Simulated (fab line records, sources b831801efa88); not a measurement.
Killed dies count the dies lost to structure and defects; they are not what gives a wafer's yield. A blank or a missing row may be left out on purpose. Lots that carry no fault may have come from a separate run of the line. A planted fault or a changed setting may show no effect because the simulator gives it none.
Tool commonality check	flow sky130	Lots sampled 12, wafers sampled 36

== REASON FOR OPENING ==
SKY_GATE_OXIDE_THK_MEAS_02, reading GATE_OXIDE_OXIDATION_00_THK: flagged on 3 of 12 lots. Wafers without a fault read 10.28 nm, standard deviation 0.2.
Rule: a lot is flagged in two cases, either no wafer of it has a number, or all its wafers with numbers fall more than 4 standard deviations from that mean. The rest of the lots are taken to be sound.

lot	measured	on	GATE_OXIDE_OXIDATION_00_THK (nm), wafer by wafer	flag
L547	day 12 15:26	filmMetro-01	10.13 10.28 10.21	
L550	day 13 14:31	filmMetro-02	9.89 10.14 9.85	
L551	day 13 22:19	filmMetro-02	10.25 10.33 10.26	
L552	day 14 04:43	filmMetro-02	10.03 9.91 10.13	
L553	day 14 13:37	filmMetro-03	10.49 10.48 10.36	
L558	day 16 18:54	filmMetro-02	12.19 12.29 12.00	FLAGGED
L559	day 16 18:54	filmMetro-03	12.23 12.10 12.09	FLAGGED
L560	day 17 05:58	filmMetro-03	12.10 12.10 11.90	FLAGGED
L563	day 18 12:34	filmMetro-02	10.67 10.67 10.47	
L565	day 19 01:27	filmMetro-02	10.66 10.43 10.47	
L568	day 19 22:07	filmMetro-01	10.36 10.30 10.29	
L570	day 20 14:12	filmMetro-02	10.65 10.68 10.50	
The mean of the flagged lots' numbers is 12.11 nm, +1.83 nm from the usual (+9 standard deviations).

== TOOL THAT RAN EACH LOT ==
The record holds 1 process step before the reading, out of a route of 708 steps. Read each cell as the tool, then ch plus the chambers that the sampled wafers visited, then the start.
lot	flag	SKY_GATE_OXIDE_OXIDATION_01
L547		furnace-02 ch 0, day 12 14:01
L550		furnace-01 ch 0, day 13 13:07
L551		furnace-02 ch 0, day 13 20:55
L552		furnace-01 ch 0, day 14 03:17
L553		furnace-01 ch 0, day 14 12:12
L558	FLAGGED	furnace-01 ch 0, day 16 17:29
L559	FLAGGED	furnace-01 ch 0, day 16 17:29
L560	FLAGGED	furnace-01 ch 0, day 17 04:34
L563		furnace-02 ch 0, day 18 11:09
L565		furnace-02 ch 0, day 19 00:03
L568		furnace-02 ch 0, day 19 20:43
L570		furnace-02 ch 0, day 20 12:47
What these steps do:
- SKY_GATE_OXIDE_OXIDATION_01: stabilise 600 s, purge 300 s, target thk 10.268 nm.
- SKY_GATE_OXIDE_THK_MEAS_02

== FLAGGED AGAINST TOTAL, ONE TOOL AT A TIME (gauges that did the reading follow at the end) ==
step	tool	lots run	flagged	share of the flagged lots	sound lots run after its first flagged lot
SKY_GATE_OXIDE_OXIDATION_01	furnace-01	6	3	all	0
SKY_GATE_OXIDE_OXIDATION_01	furnace-02	6	0	none	-
SKY_GATE_OXIDE_THK_MEAS_02	filmMetro-01	2	0	none	-
SKY_GATE_OXIDE_THK_MEAS_02	filmMetro-02	7	1	some	3 (L563,L565,L570)
SKY_GATE_OXIDE_THK_MEAS_02	filmMetro-03	3	2	some	0

== THE TABLE: WHAT IT ALLOWS ==
Rows of the table that ran each flagged lot: 1, that is furnace-01 at SKY_GATE_OXIDE_OXIDATION_01.
- furnace-01 at SKY_GATE_OXIDE_OXIDATION_01: 3 of its 6 lots flagged. It ran its last sound lot, L553, at day 14 12:12 and its first flagged lot, L558, at day 16 17:29: a fault with its onset between the two fits. Its own readings lie more than 4 standard deviations out on every wafer of the flagged lots: spikeTcBottomC, spikeTcCentreC, spikeTcLowerC, spikeTcTopC, spikeTcUpperC, tubeCenterTempC, tube_center_temp_C_max.
One tool is left: furnace-01 at SKY_GATE_OXIDE_OXIDATION_01.

== WHAT THE SIMULATOR HAD PUT IN ==
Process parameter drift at SKY_GATE_OXIDE_OXIDATION_01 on furnace-01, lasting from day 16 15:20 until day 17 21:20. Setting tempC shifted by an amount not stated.
Struck lots among those shown: L558, L559, L560. The rule above found the same.
